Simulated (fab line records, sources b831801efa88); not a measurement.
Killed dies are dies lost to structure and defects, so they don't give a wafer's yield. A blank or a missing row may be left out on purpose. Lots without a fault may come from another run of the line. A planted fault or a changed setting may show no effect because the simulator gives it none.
fab line records | flow sky130
record lots=24 wafers=72 last_day=51
route steps=708 shown METAL2@486 VIA3@585 CAP2M@605 VIA4@658 PASSIVATION@682
lots that met no fault: from a run of the same line without faults
start_h: hours from the record's first day to the start of the lot's first wafer shown | wait_h: hours since the lot's step before | " the same as in the row above | L1.1+2: a row that stands for several wafers | - no value, or no start given | * or withheld: withheld | < > ~ a bound
route shown NAME@n: a module of which the file shows steps, and the number in the route of the first | usual: mean/standard deviation of fault-free wafers | same: alike in all rows | chamber/n: place in a boat | sites: the reading at each site | _std_site: their standard deviation | _edge_site: outer sites' mean less inner sites' | radius_mm: how far each site lies from the wafer's centre | mask NAME#n: copy n | behind: the tool/chamber that last shaped the wafer | hold: why the lot was held/for how many hours/how that ended | device: the transistor (n, p or np) that didn't switch | end of line: the same wafers' tests at the end of the route | a step without rows: its recipe alone | killed: dies lost to structure and defects at the first sort, not the wafer's yield | map: a wafer's dies, x killed, . not, _ none there
set.NAME: the setting as run; set.NAME@STEP: as run at that earlier step | model.NAME: the simulator's own value behind a step, which no gauge read
steps of the route over a sample of lots; a table a step, a row a wafer
services: from which hour (start_h, from the record's first day; less than 0 if before it) a tool's chamber was out of use, for how many hours, and why
## steps
# step SKY_METAL2_SPUTTER_03
# recipe material=Ti target_thk_nm=5 power_w=3000 time_s=3.3 chamber_pressure_pa=0.4
# usual throttle_valve_pct=29.7/0.96
# columns lot.wafer tool chamber start_h wait_h throttle_valve_pct
L074.2 pvd_sputter-01 - 824.78 0.0 28.8
L074.4 " - " " 31.1
L074.5 " - " " 31.1
L075.3 pvd_sputter-02 - 828.91 0.0 30.6
L075.5 " - " " 30.0
L075.6 " - " " 29.9
L076.1 pvd_sputter-04 - 833.40 0.0 30.5
L076.3 " - " " 28.6
L076.5 " - " " 29.2
L077.1 pvd_sputter-04 - 852.14 0.0 29.3
L077.5 " - " " 28.6
L077.6 " - " " 29.4
L078.4 pvd_sputter-04 - 856.58 0.0 28.7
L078.5 " - " " 30.5
L078.6 " - " " 30.6
L079.2 pvd_sputter-02 - 858.68 0.0 30.1
L079.5 " - " " 30.2
L079.6 " - " " 31.0
L080.2 pvd_sputter-01 - 862.48 0.0 30.9
L080.4 " - " " 28.6
L080.5 " - " " 31.0
L081.4 pvd_sputter-02 - 883.45 0.0 30.2
L081.5 " - " " 30.1
L081.6 " - " " 30.7
L082.2 pvd_sputter-01 - 885.12 0.0 28.3
L082.4 " - " " 28.6
L082.6 " - " " 28.2
L083.1 pvd_sputter-04 - 888.64 0.0 30.4
L083.5 " - " " 30.2
L083.6 " - " " 28.4
L084.1 pvd_sputter-01 - 894.50 0.0 30.8
L084.3 " - " " 28.8
L084.4 " - " " 28.7
L085.1 pvd_sputter-02 - 911.17 0.0 30.0
L085.3 " - " " 30.4
L085.4 " - " " 30.8
L086.1 pvd_sputter-04 - 915.22 0.0 30.4
L086.3 " - " " 29.1
L086.5 " - " " 30.5
L087.2 pvd_sputter-04 - 919.57 0.0 28.4
L087.4 " - " " 31.0
L087.5 " - " " 29.2
L088.2 pvd_sputter-02 - 920.75 0.0 31.0
L088.4 " - " " 30.1
L088.6 " - " " 30.1
L089.1 pvd_sputter-04 - 935.17 0.0 28.9
L089.2 " - " " 30.9
L089.3 " - " " 29.0
L090.4 pvd_sputter-04 - 938.60 0.0 28.1
L090.5 " - " " 29.3
L090.6 " - " " 28.6
L091.2 pvd_sputter-04 - 945.17 0.0 30.7
L091.3 " - " " 29.1
L091.6 " - " " 30.6
L092.4 pvd_sputter-02 - 945.83 0.0 30.1
L092.5 " - " " 30.7
L092.6 " - " " 30.2
L093.1 pvd_sputter-04 - 959.86 0.0 28.4
L093.3 " - " " 29.1
L093.4 " - " " 30.9
L094.3 pvd_sputter-01 - 963.60 0.0 30.9
L094.5 " - " " 28.5
L094.6 " - " " 28.9
L095.1 pvd_sputter-01 - 976.77 0.0 31.3
L095.4 " - " " 28.8
L095.5 " - " " 28.8
L096.2 pvd_sputter-04 - 978.27 0.0 29.4
L096.4 " - " " 28.3
L096.5 " - " " 28.7
L097.2 pvd_sputter-01 - 987.55 0.0 28.6
L097.5 " - " " 28.5
L097.6 " - " " 31.3
# step SKY_VIA3_CD_MEAS_12
# recipe target_cd_nm=200
# usual cd_nm=199.7/1.3
# columns lot.wafer tool chamber start_h wait_h cd_nm
L074.2 cd_sem-02 - 961.73 - 199.6
L074.4 " - " " 199.5
L074.5 " - " " 199.3
L075.3 cd_sem-01 - 965.73 - 197.7
L075.5 " - " " 198.3
L075.6 " - " " 198.3
L076.1 cd_sem-01 - 968.94 - 200.3
L076.3 " - " " 199.8
L076.5 " - " " 198.5
L077.1 cd_sem-01 - 985.57 - 200.7
L077.5 " - " " 200.9
L077.6 " - " " 200.7
L078.4 cd_sem-01 - 991.60 - 201.0
L078.5 " - " " 201.0
L078.6 " - " " 201.6
L079.2 cd_sem-01 - 992.88 - 197.2
L079.5 " - " " 199.7
L079.6 " - " " 199.2
L080.2 cd_sem-01 - 994.19 - 202.1
L080.4 " - " " 200.0
L080.5 " - " " 199.5
L081.4 cd_sem-01 - 1015.00 - 200.7
L081.5 " - " " 200.1
L081.6 " - " " 200.9
L082.2 cd_sem-01 - 1017.66 - 197.1
L082.4 " - " " 198.8
L082.6 " - " " 198.4
L083.1 cd_sem-01 - 1019.36 - 199.4
L083.5 " - " " 197.4
L083.6 " - " " 198.6
L084.1 cd_sem-01 - 1024.99 - 201.6
L084.3 " - " " 201.0
L084.4 " - " " 199.9
L085.1 cd_sem-01 - 1038.27 - 201.1
L085.3 " - " " 199.9
L085.4 " - " " 201.7
L086.1 cd_sem-01 - 1043.71 - 199.6
L086.3 " - " " 201.9
L086.5 " - " " 199.5
L087.2 cd_sem-01 - 1047.73 - 198.0
L087.4 " - " " 197.8
L087.5 " - " " 196.8
L088.2 cd_sem-01 - 1049.09 - 199.4
L088.4 " - " " 198.6
L088.6 " - " " 199.7
L089.1 cd_sem-01 - 1062.04 - 198.9
L089.2 " - " " 198.5
L089.3 " - " " 199.2
L090.4 cd_sem-01 - 1063.23 - 197.4
L090.5 " - " " 197.7
L090.6 " - " " 198.9
L091.2 cd_sem-01 - 1069.93 - 200.5
L091.3 " - " " 201.1
L091.6 " - " " 200.8
L092.4 cd_sem-01 - 1071.97 - 200.8
L092.5 " - " " 201.6
L092.6 " - " " 200.8
L093.1 cd_sem-01 - 1085.64 - 198.7
L093.3 " - " " 200.8
L093.4 " - " " 198.5
L094.3 cd_sem-01 - 1086.28 - 198.7
L094.5 " - " " 199.7
L094.6 " - " " 199.8
L095.1 cd_sem-01 - 1101.23 - 200.5
L095.4 " - " " 200.2
L095.5 " - " " 201.4
L096.2 cd_sem-01 - 1102.54 - 198.8
L096.4 " - " " 199.7
L096.5 " - " " 199.4
L097.2 cd_sem-01 - 1109.46 - 199.5
L097.5 " - " " 198.9
L097.6 " - " " 199.6
# step SKY_CAP2M_SPUTTER_02
# recipe material=TiN target_thk_nm=200 temp_c=300 power_w=6500 time_s=166.7 chamber_pressure_pa=0.4
# usual throttle_valve_pct=30.0/0.71
# columns lot.wafer tool chamber start_h wait_h throttle_valve_pct
L074.2 pvd_sputter-03 - 963.47 0.0 29.8
L074.4 " - " " 30.0
L074.5 " - " " 29.5
L075.3 pvd_sputter-02 - 967.76 0.0 29.9
L075.5 " - " " 30.1
L075.6 " - " " 30.3
L076.1 pvd_sputter-02 - 970.77 0.1 30.1
L076.3 " - " " 30.7
L076.5 " - " " 29.9
L077.1 pvd_sputter-02 - 987.41 0.1 30.2
L077.5 " - " " 29.9
L077.6 " - " " 30.8
L078.4 pvd_sputter-04 - 993.60 0.0 30.4
L078.5 " - " " 28.6
L078.6 " - " " 29.2
L079.2 pvd_sputter-02 - 994.91 0.0 29.8
L079.5 " - " " 29.9
L079.6 " - " " 30.0
L080.2 pvd_sputter-02 - 995.97 0.0 30.2
L080.4 " - " " 29.8
L080.5 " - " " 30.9
L081.4 pvd_sputter-03 - 1016.93 0.0 30.0
L081.5 " - " " 29.7
L081.6 " - " " 29.6
L082.2 pvd_sputter-02 - 1019.39 0.0 30.2
L082.4 " - " " 30.2
L082.6 " - " " 30.2
L083.1 pvd_sputter-04 - 1021.11 0.1 28.6
L083.5 " - " " 29.3
L083.6 " - " " 28.5
L084.1 pvd_sputter-04 - 1026.89 0.1 29.3
L084.3 " - " " 30.8
L084.4 " - " " 29.0
L085.1 pvd_sputter-03 - 1040.09 0.1 30.3
L085.3 " - " " 30.8
L085.4 " - " " 29.6
L086.1 pvd_sputter-02 - 1045.54 0.1 29.9
L086.3 " - " " 30.8
L086.5 " - " " 30.0
L087.2 pvd_sputter-03 - 1049.61 0.0 29.8
L087.4 " - " " 30.8
L087.5 " - " " 29.7
L088.2 pvd_sputter-04 - 1050.95 0.0 28.6
L088.4 " - " " 31.1
L088.6 " - " " 31.0
L089.1 pvd_sputter-04 - 1063.79 0.1 28.4
L089.2 " - " " 30.2
L089.3 " - " " 29.1
L090.4 pvd_sputter-04 - 1064.94 0.0 30.7
L090.5 " - " " 31.0
L090.6 " - " " 30.4
L091.2 pvd_sputter-04 - 1071.73 0.0 29.2
L091.3 " - " " 30.9
L091.6 " - " " 29.3
L092.4 pvd_sputter-04 - 1073.80 0.0 28.5
L092.5 " - " " 29.1
L092.6 " - " " 28.6
L093.1 pvd_sputter-03 - 1087.44 0.1 30.7
L093.3 " - " " 29.9
L093.4 " - " " 29.5
L094.3 pvd_sputter-03 - 1088.13 0.0 30.2
L094.5 " - " " 30.3
L094.6 " - " " 30.7
L095.1 pvd_sputter-03 - 1103.26 0.1 29.8
L095.4 " - " " 30.5
L095.5 " - " " 30.2
L096.2 pvd_sputter-02 - 1104.59 0.0 30.1
L096.4 " - " " 29.7
L096.5 " - " " 30.9
L097.2 pvd_sputter-04 - 1111.41 0.0 28.6
L097.5 " - " " 28.8
L097.6 " - " " 29.2
# step SKY_VIA4_RS_MEAS_19
# recipe thk_meas_gauge=four-point-probe reads=W_of_VIA4_CVD_18+TiN_of_VIA4_SPUTTER_17
# usual VIA4_W_RS=0.2255/0.0022
# columns lot.wafer tool chamber start_h wait_h VIA4_W_RS[ohm/sq]
L074.2 film_metro-03 - 1039.41 0.1 0.2294
L074.4 " - " " 0.2296
L074.5 " - " " 0.2298
L075.3 film_metro-02 - 1043.65 0.1 0.2267
L075.5 " - " " 0.2228
L075.6 " - " " 0.2236
L076.1 film_metro-04 - 1046.15 0.1 0.2256
L076.3 " - " " 0.2260
L076.5 " - " " 0.2237
L077.1 film_metro-04 - 1062.18 0.1 0.2297
L077.5 " - " " 0.2299
L077.6 " - " " 0.2287
L078.4 film_metro-03 - 1067.04 0.1 0.2263
L078.5 " - " " 0.2286
L078.6 " - " " 0.2266
L079.2 film_metro-02 - 1067.65 0.1 0.2236
L079.5 " - " " 0.2276
L079.6 " - " " 0.2226
L080.2 film_metro-02 - 1069.50 0.1 0.2264
L080.4 " - " " 0.2238
L080.5 " - " " 0.2249
L081.4 film_metro-02 - 1087.98 0.1 0.2252
L081.5 " - " " 0.2243
L081.6 " - " " 0.2258
L082.2 film_metro-03 - 1090.71 0.1 0.2259
L082.4 " - " " 0.2252
L082.6 " - " " 0.2254
L083.1 film_metro-03 - 1090.93 0.1 0.2266
L083.5 " - " " 0.2245
L083.6 " - " " 0.2268
L084.1 film_metro-03 - 1097.34 0.1 0.2261
L084.3 " - " " 0.2252
L084.4 " - " " 0.2232
L085.1 film_metro-04 - 1109.21 0.1 0.2245
L085.3 " - " " 0.2251
L085.4 " - " " 0.2211
L086.1 film_metro-02 - 1114.70 0.1 0.2277
L086.3 " - " " 0.2272
L086.5 " - " " 0.2289
L087.2 film_metro-02 - 1118.75 0.1 0.2264
L087.4 " - " " 0.2279
L087.5 " - " " 0.2258
L088.2 film_metro-02 - 1119.75 0.1 0.2207
L088.4 " - " " 0.2237
L088.6 " - " " 0.2199
L089.1 film_metro-03 - 1131.07 0.1 0.2247
L089.2 " - " " 0.2246
L089.3 " - " " 0.2265
L090.4 film_metro-04 - 1131.45 0.1 0.2262
L090.5 " - " " 0.2288
L090.6 " - " " 0.2282
L091.2 film_metro-04 - 1138.23 0.1 0.2239
L091.3 " - " " 0.2256
L091.6 " - " " 0.2226
L092.4 film_metro-04 - 1139.14 0.1 0.2232
L092.5 " - " " 0.2241
L092.6 " - " " 0.2267
L093.1 film_metro-04 - 1153.93 0.1 0.2221
L093.3 " - " " 0.2249
L093.4 " - " " 0.2208
L094.3 film_metro-03 - 1154.12 0.1 0.2234
L094.5 " - " " 0.2251
L094.6 " - " " 0.2261
L095.1 film_metro-04 - 1165.81 0.1 0.2269
L095.4 " - " " 0.2257
L095.5 " - " " 0.2251
L096.2 film_metro-03 - 1166.90 0.1 0.2250
L096.4 " - " " 0.2271
L096.5 " - " " 0.2266
L097.2 film_metro-02 - 1173.40 0.1 0.2230
L097.5 " - " " 0.2199
L097.6 " - " " 0.2239
# step SKY_PASSIVATION_THK_MEAS_01
# recipe reads=SiO2_of_PASSIVATION_CVD_00
# usual PASSIVATION_CVD_00_THK=90.3/1.1
# columns lot.wafer tool chamber start_h wait_h PASSIVATION_CVD_00_THK[nm]
L074.2 film_metro-04 - 1063.99 - 90.6
L074.4 " - " " 91.1
L074.5 " - " " 92.4
L075.3 film_metro-04 - 1067.92 - 88.8
L075.5 " - " " 89.6
L075.6 " - " " 89.3
L076.1 film_metro-01 - 1070.76 - 89.6
L076.3 " - " " 89.9
L076.5 " - " " 91.2
L077.1 film_metro-04 - 1085.63 - 88.0
L077.5 " - " " 90.7
L077.6 " - " " 91.3
L079.2 film_metro-02 - 1090.37 - 89.2
L079.5 " - " " 91.2
L079.6 " - " " 89.9
L078.4 film_metro-04 - 1090.39 - 90.7
L078.5 " - " " 88.9
L078.6 " - " " 90.3
L080.2 film_metro-04 - 1091.60 - 89.4
L080.4 " - " " 91.3
L080.5 " - " " 90.8
L081.4 film_metro-04 - 1111.35 - 91.5
L081.5 " - " " 91.8
L081.6 " - " " 91.0
L083.1 film_metro-04 - 1113.06 - 89.2
L083.5 " - " " 90.9
L083.6 " - " " 91.0
L082.2 film_metro-01 - 1113.07 - 89.6
L082.4 " - " " 91.0
L082.6 " - " " 90.1
L084.1 film_metro-04 - 1120.00 - 89.2
L084.3 " - " " 88.6
L084.4 " - " " 91.1
L085.1 film_metro-01 - 1130.73 - 89.5
L085.3 " - " " 89.9
L085.4 " - " " 91.0
L086.1 film_metro-04 - 1136.94 - 89.1
L086.3 " - " " 88.5
L086.5 " - " " 90.7
L087.2 film_metro-02 - 1140.69 - 90.4
L087.4 " - " " 90.6
L087.5 " - " " 91.2
L088.2 film_metro-04 - 1142.00 - 90.3
L088.4 " - " " 91.4
L088.6 " - " " 90.0
L089.1 film_metro-02 - 1152.53 - 91.3
L089.2 " - " " 91.2
L089.3 " - " " 90.2
L090.4 film_metro-04 - 1152.84 - 89.1
L090.5 " - " " 90.0
L090.6 " - " " 89.7
L091.2 film_metro-04 - 1159.27 - 89.8
L091.3 " - " " 90.5
L091.6 " - " " 91.4
L092.4 film_metro-02 - 1160.16 - 91.3
L092.5 " - " " 90.5
L092.6 " - " " 89.4
L093.1 film_metro-04 - 1173.81 - 90.8
L093.3 " - " " 90.7
L093.4 " - " " 92.4
L094.3 film_metro-02 - 1174.51 - 90.2
L094.5 " - " " 91.2
L094.6 " - " " 89.8
L095.1 film_metro-01 - 1184.62 - 90.0
L095.4 " - " " 93.0
L095.5 " - " " 91.5
L096.2 film_metro-02 - 1186.55 - 89.8
L096.4 " - " " 90.9
L096.5 " - " " 90.0
L097.2 film_metro-04 - 1192.29 - 89.9
L097.5 " - " " 90.6
L097.6 " - " " 91.7
# step SKY_PASSIVATION_CVD_02
# recipe material=Si3N4 target_thk_nm=540 temp_c=400 time_s=withheld rf_w=450
# usual heater_power_w=745/99
# columns lot.wafer tool chamber start_h wait_h heater_power_w
L074.2 pecvd-01 2 1064.04 0.0 835
L074.4 " 2 " " 852
L074.5 " 0 " " 634
L075.3 pecvd-03 2 1068.07 0.1 777
L075.5 " 0 " " 784
L075.6 " 2 " " 637
L076.1 pecvd-01 2 1070.82 0.1 852
L076.3 " 1 " " 726
L076.5 " 0 " " 615
L077.1 pecvd-01 0 1085.69 0.1 684
L077.5 " 1 " " 659
L077.6 " 0 " " 553
L079.2 pecvd-03 1 1090.42 0.0 780
L079.5 " 0 " " 760
L079.6 " 1 " " 806
L078.4 pecvd-02 1 1090.53 0.1 664
L078.5 " 2 " " 940
L078.6 " 0 " " 716
L080.2 pecvd-01 0 1091.65 0.0 612
L080.4 " 0 " " 664
L080.5 " 1 " " 735
L081.4 pecvd-02 1 1111.49 0.1 570
L081.5 " 2 " " 889
L081.6 " 0 " " 640
L082.2 pecvd-01 0 1113.12 0.0 626
L082.4 " 2 " " 814
L082.6 " 1 " " 705
L083.1 pecvd-03 1 1113.12 0.1 849
L083.5 " 1 " " 884
L083.6 " 2 " " 618
L084.1 pecvd-03 0 1120.06 0.1 659
L084.3 " 1 " " 914
L084.4 " 0 " " 687
L085.1 pecvd-03 1 1130.79 0.1 796
L085.3 " 0 " " 812
L085.4 " 1 " " 836
L086.1 pecvd-02 2 1137.00 0.1 955
L086.3 " 1 " " 669
L086.5 " 2 " " 780
L087.2 pecvd-03 2 1140.74 0.0 642
L087.4 " 1 " " 903
L087.5 " 0 " " 637
L088.2 pecvd-02 2 1142.05 0.0 870
L088.4 " 2 " " 877
L088.6 " 1 " " 628
L089.1 pecvd-01 2 1152.59 0.1 830
L089.2 " 1 " " 669
L089.3 " 0 " " 666
L090.4 pecvd-03 1 1152.99 0.1 926
L090.5 " 2 " " 685
L090.6 " 0 " " 652
L091.2 pecvd-02 2 1159.32 0.0 937
L091.3 " 1 " " 664
L091.6 " 0 " " 715
L092.4 pecvd-03 2 1160.30 0.1 646
L092.5 " 1 " " 850
L092.6 " 0 " " 736
L093.1 pecvd-02 0 1173.87 0.1 745
L093.3 " 2 " " 924
L093.4 " 1 " " 569
L094.3 pecvd-02 2 1174.55 0.0 878
L094.5 " 0 " " 761
L094.6 " 1 " " 724
L095.1 pecvd-01 2 1184.68 0.1 790
L095.4 " 0 " " 681
L095.5 " 1 " " 722
L096.2 pecvd-03 2 1186.60 0.0 770
L096.4 " 1 " " 930
L096.5 " 1 " " 773
L097.2 pecvd-02 0 1192.34 0.0 732
L097.5 " 1 " " 643
L097.6 " 0 " " 747
## services
# columns tool chamber start_h hours kind
pvd_sputter-04 - 805.07 0.9 repair
pecvd-02 1 814.40 22.8 repair
pecvd-01 0 849.50 4.7 repair
pecvd-01 2 854.95 6.8 repair
pvd_sputter-01 - 855.76 1.4 repair
pvd_sputter-02 - 863.18 4.3 repair
pvd_sputter-04 0 875.01 - consumable_replace:kit
pvd_sputter-04 0 875.01 18.0 scheduled_down
pvd_sputter-04 0 875.01 18.0 vent_cycle
pecvd-01 - 919.76 14.6 pm
pecvd-01 - 937.32 2.8 pm
pecvd-01 - 946.94 1.7 repair
pecvd-03 - 961.27 0.7 repair
pecvd-02 0 989.88 4.3 repair
pvd_sputter-03 - 991.61 0.9 repair
pvd_sputter-01 - 999.56 1.9 repair
pecvd-03 - 1004.35 0.6 repair
pecvd-03 - 1016.41 2.8 pm
pvd_sputter-04 3 1021.22 - consumable_replace:kit
pvd_sputter-04 3 1021.22 18.0 scheduled_down
pvd_sputter-03 - 1041.60 7.9 repair
pecvd-03 1 1066.96 2.4 repair
pvd_sputter-01 - 1130.78 1.9 repair
pvd_sputter-03 - 1185.23 2.2 repair
## key
fault none
